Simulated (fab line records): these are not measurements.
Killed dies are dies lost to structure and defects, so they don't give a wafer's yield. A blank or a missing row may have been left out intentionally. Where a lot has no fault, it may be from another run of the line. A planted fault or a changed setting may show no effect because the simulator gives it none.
Matching of chambers | flow sky130 | SKY_VIA4_HDPCVD_00 on hdpcvd-01 has 3 sister chambers
The step deposits SiO2, target thk 1750 nm, time 291.7 s. 6 wafers are shown with their chamber, then 8 later ones without.

== WAFERS, EACH WITH ITS CHAMBER ==
wafer  | chamber | run-length-s (s)
L121.5 | 1       | 319.3
L119.2 | 1       | 319.7
L126.1 | 2       | 321.2
L126.3 | 0       | 319.7
L126.5 | 0       | 320.0
L128.1 | 2       | 320.2

== WAFERS MISSING THEIR CHAMBER ==
wafer  | run-length-s (s)
L128.5 | 319.3
L128.6 | 319.7
L137.3 | 320.1
L137.4 | 320.1
L137.5 | 319.5
L138.2 | 320.3
L138.4 | 319.5
L138.6 | 320.1

== WHICH CHAMBER EACH WENT THROUGH ==
wafer  | from the rows above          | in truth
L128.5 | can't be placed: 1 or 0      | 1
L128.6 | can't be placed: 0 or 1 or 2 | 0
L137.3 | can't be placed: 0 or 2 or 1 | 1
L137.4 | can't be placed: 0 or 2 or 1 | 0
L137.5 | can't be placed: 1 or 0      | 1
L138.2 | can't be placed: 2 or 0 or 1 | 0
L138.4 | can't be placed: 1 or 0      | 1
L138.6 | can't be placed: 0 or 2 or 1 | 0
Correct placement for 0 of the 8. Not placeable from these rows: 8 (in 8, the candidates include the true chamber). 0 placed wrongly.
How it was worked out, from the rows above alone: a wafer's distance from a chamber is the root of the sum, over the readings, of the square of ((its reading less the chamber's mean) divided by the reading's scatter). The wafer belongs to the nearest chamber; if the next one is less than 2 further off, it can't be placed. Each chamber's mean is taken over the wafers shown for it. The scatter is the square root of a quotient: the sum, over the shown wafers, of each reading's squared deviation from its chamber's mean, divided by wafers minus chambers.
